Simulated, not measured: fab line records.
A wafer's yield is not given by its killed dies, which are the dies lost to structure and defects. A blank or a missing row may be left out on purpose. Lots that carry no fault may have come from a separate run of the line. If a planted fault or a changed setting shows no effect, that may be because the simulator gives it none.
Chamber matching -- flow sfq_line -- cmp-01 running SFQ_TRILAYER_I6_CMP_CMP_166: 4 sister chambers
The step polishes SiO2. 4 wafers are shown with their chamber, then 7 later ones without.

## EACH WAFER AND ITS CHAMBER
wafer,chamber,motor_current_A (A)
L359.2,1,10.1
L359.3,0,10.7
L361.1,3,12.6
L361.5,2,9.2

## WAFERS WITH NO CHAMBER GIVEN
wafer,motor_current_A (A)
L361.6,9.9
L367.2,9.8
L367.5,10.5
L367.6,11.6
L370.3,10.0
L370.4,10.9
L370.2,12.2

## CHAMBER TAKEN BY EACH
wafer,from the rows above,in truth
L361.6,can't be placed: 1 or 2 or 0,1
L367.2,can't be placed: 1 or 2 or 0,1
L367.5,can't be placed: 0 or 1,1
L367.6,can't be placed: 0 or 3 or 1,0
L370.3,can't be placed: 1 or 0 or 2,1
L370.4,can't be placed: 0 or 1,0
L370.2,3,3
Correctly placed: 1 of 7. Cannot be placed on the basis of these rows: 6; the candidates contain the true chamber in 6. Placed wrongly: 0.
How it was worked out, from the rows above alone: a wafer's distance from a chamber is the root of the sum, over the readings, of the square of ((its reading less the chamber's mean) divided by the reading's scatter). The wafer belongs to the nearest chamber; if the next one is less than 2 further off, it can't be placed. The mean given for a chamber averages the wafers shown for that chamber. The scatter (one wafer shown for each chamber): square how far every hidden wafer sits from the nearest shown wafer, average those squares and take the square root.
